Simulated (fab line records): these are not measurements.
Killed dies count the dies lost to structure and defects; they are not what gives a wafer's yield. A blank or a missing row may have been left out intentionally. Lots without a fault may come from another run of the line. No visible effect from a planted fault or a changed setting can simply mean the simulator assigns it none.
Split-lot trial / flow sky130 / 23 wafers read across 5 lots, on a route 708 steps long

## ON THE SPLIT
At SKY_SD_P_COAT_02 (resist thk 1140 nm), the setting resistThkNm was moved away from the recipe's 1140 nm on 9 of the 23 wafers read, by +2.7% to +5.7%. All remaining wafers had this setting at the recipe value.

The reading comes from the split's own step.

## THE READING
NOVOLAK_of_SD_P_COAT_02.thkNm (the simulator's own value, which no gauge read), in nm, at SKY_SD_P_COAT_02 (resist thk 1140 nm). No usual value for it is given in the file. Here, 14 wafers ran the recipe; their average is 1139 nm with a standard deviation of 2.3 nm.

wafer=L074.1; tool, chamber at the split=lithoTrack-01, 0; resistThkNm as run, nm=1205; against the recipe=+5.7%; NOVOLAK_of_SD_P_COAT_02.thkNm, nm=1207; against lot-mates on the recipe=+68
wafer=L074.3; tool, chamber at the split=lithoTrack-01, 0; resistThkNm as run, nm=1140; against the recipe=recipe; NOVOLAK_of_SD_P_COAT_02.thkNm, nm=1140; against lot-mates on the recipe=-
wafer=L074.4; tool, chamber at the split=lithoTrack-01, 0; resistThkNm as run, nm=1140; against the recipe=recipe; NOVOLAK_of_SD_P_COAT_02.thkNm, nm=1137; against lot-mates on the recipe=-
wafer=L074.5; tool, chamber at the split=lithoTrack-01, 0; resistThkNm as run, nm=1205; against the recipe=+5.7%; NOVOLAK_of_SD_P_COAT_02.thkNm, nm=1204; against lot-mates on the recipe=+66
wafer=L074.6; tool, chamber at the split=lithoTrack-01, 0; resistThkNm as run, nm=1205; against the recipe=+5.7%; NOVOLAK_of_SD_P_COAT_02.thkNm, nm=1204; against lot-mates on the recipe=+66
wafer=L076.2; tool, chamber at the split=lithoTrack-01, 0; resistThkNm as run, nm=1140; against the recipe=recipe; NOVOLAK_of_SD_P_COAT_02.thkNm, nm=1145; against lot-mates on the recipe=-
wafer=L076.4; tool, chamber at the split=lithoTrack-01, 0; resistThkNm as run, nm=1140; against the recipe=recipe; NOVOLAK_of_SD_P_COAT_02.thkNm, nm=1140; against lot-mates on the recipe=-
wafer=L076.6; tool, chamber at the split=lithoTrack-01, 0; resistThkNm as run, nm=1140; against the recipe=recipe; NOVOLAK_of_SD_P_COAT_02.thkNm, nm=1140; against lot-mates on the recipe=-
wafer=L077.1; tool, chamber at the split=lithoTrack-03, 0; resistThkNm as run, nm=1195; against the recipe=+4.8%; NOVOLAK_of_SD_P_COAT_02.thkNm, nm=1193; against lot-mates on the recipe=+53
wafer=L077.3; tool, chamber at the split=lithoTrack-03, 0; resistThkNm as run, nm=1195; against the recipe=+4.8%; NOVOLAK_of_SD_P_COAT_02.thkNm, nm=1193; against lot-mates on the recipe=+53
wafer=L077.2; tool, chamber at the split=lithoTrack-03, 0; resistThkNm as run, nm=1140; against the recipe=recipe; NOVOLAK_of_SD_P_COAT_02.thkNm, nm=1140; against lot-mates on the recipe=-
wafer=L077.6; tool, chamber at the split=lithoTrack-03, 0; resistThkNm as run, nm=1140; against the recipe=recipe; NOVOLAK_of_SD_P_COAT_02.thkNm, nm=1140; against lot-mates on the recipe=-
wafer=L077.4; tool, chamber at the split=lithoTrack-03, 0; resistThkNm as run, nm=1195; against the recipe=+4.8%; NOVOLAK_of_SD_P_COAT_02.thkNm, nm=1195; against lot-mates on the recipe=+55
wafer=L079.1; tool, chamber at the split=lithoTrack-01, 0; resistThkNm as run, nm=1171; against the recipe=+2.7%; NOVOLAK_of_SD_P_COAT_02.thkNm, nm=1168; against lot-mates on the recipe=+30
wafer=L079.2; tool, chamber at the split=lithoTrack-01, 0; resistThkNm as run, nm=1140; against the recipe=recipe; NOVOLAK_of_SD_P_COAT_02.thkNm, nm=1140; against lot-mates on the recipe=-
wafer=L079.3; tool, chamber at the split=lithoTrack-01, 0; resistThkNm as run, nm=1140; against the recipe=recipe; NOVOLAK_of_SD_P_COAT_02.thkNm, nm=1135; against lot-mates on the recipe=-
wafer=L079.4; tool, chamber at the split=lithoTrack-01, 0; resistThkNm as run, nm=1171; against the recipe=+2.7%; NOVOLAK_of_SD_P_COAT_02.thkNm, nm=1167; against lot-mates on the recipe=+30
wafer=L079.5; tool, chamber at the split=lithoTrack-01, 0; resistThkNm as run, nm=1171; against the recipe=+2.7%; NOVOLAK_of_SD_P_COAT_02.thkNm, nm=1164; against lot-mates on the recipe=+26
wafer=L084.2; tool, chamber at the split=lithoTrack-01, 0; resistThkNm as run, nm=1140; against the recipe=recipe; NOVOLAK_of_SD_P_COAT_02.thkNm, nm=1138; against lot-mates on the recipe=-
wafer=L084.3; tool, chamber at the split=lithoTrack-01, 0; resistThkNm as run, nm=1140; against the recipe=recipe; NOVOLAK_of_SD_P_COAT_02.thkNm, nm=1138; against lot-mates on the recipe=-
wafer=L084.4; tool, chamber at the split=lithoTrack-01, 0; resistThkNm as run, nm=1140; against the recipe=recipe; NOVOLAK_of_SD_P_COAT_02.thkNm, nm=1138; against lot-mates on the recipe=-
wafer=L084.5; tool, chamber at the split=lithoTrack-01, 0; resistThkNm as run, nm=1140; against the recipe=recipe; NOVOLAK_of_SD_P_COAT_02.thkNm, nm=1136; against lot-mates on the recipe=-
wafer=L084.6; tool, chamber at the split=lithoTrack-01, 0; resistThkNm as run, nm=1140; against the recipe=recipe; NOVOLAK_of_SD_P_COAT_02.thkNm, nm=1140; against lot-mates on the recipe=-

THE FIT
A straight line over all 23 wafers: NOVOLAK_of_SD_P_COAT_02.thkNm changes by +11.4 nm for each +1% of resistThkNm; r = +1.00; the points scatter about the line by 2.5 nm.
The same after taking each lot's own level away (the mean of its wafers on the recipe; 23 wafers): +11.4 nm for each +1%; r = +1.00; scatter 2 nm.
Per that fit: largest resistThkNm move, reading shift of 65 nm.
Across the lots, their own levels run from 1137.5 to 1141.7 nm, a range of 1.8 times the standard deviation given above.
The two slopes are in agreement: the lot-to-lot level therefore moves the slope only a little.
Check: for one of the wafers moved furthest among these (+5.7%), held out of the fit, the line's prediction against its lot-mates is +63.9 nm. Against them it came out at +68.5 nm.

## THE WHOLE CHAIN: every reading that the file lists as answering this split, in the file's order
step=SKY_SD_P_COAT_02; what it does=resist thk 1140 nm; reading=NOVOLAK_of_SD_P_COAT_02.thkNm (the simulator's own value, which no gauge read); change (the file's fit)=+11.4 nm for each +1% of the setting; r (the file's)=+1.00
step=SKY_SD_P_STRIP_10; what it does=strips in O2/N2; reading=stripTimeToEndpointS; change (the file's fit)=withheld for each +1% of the setting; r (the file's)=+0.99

## FILE'S OWN FIT
NOVOLAK_of_SD_P_COAT_02.thkNm changes by +11.4 nm for each +1% of resistThkNm, r = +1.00.
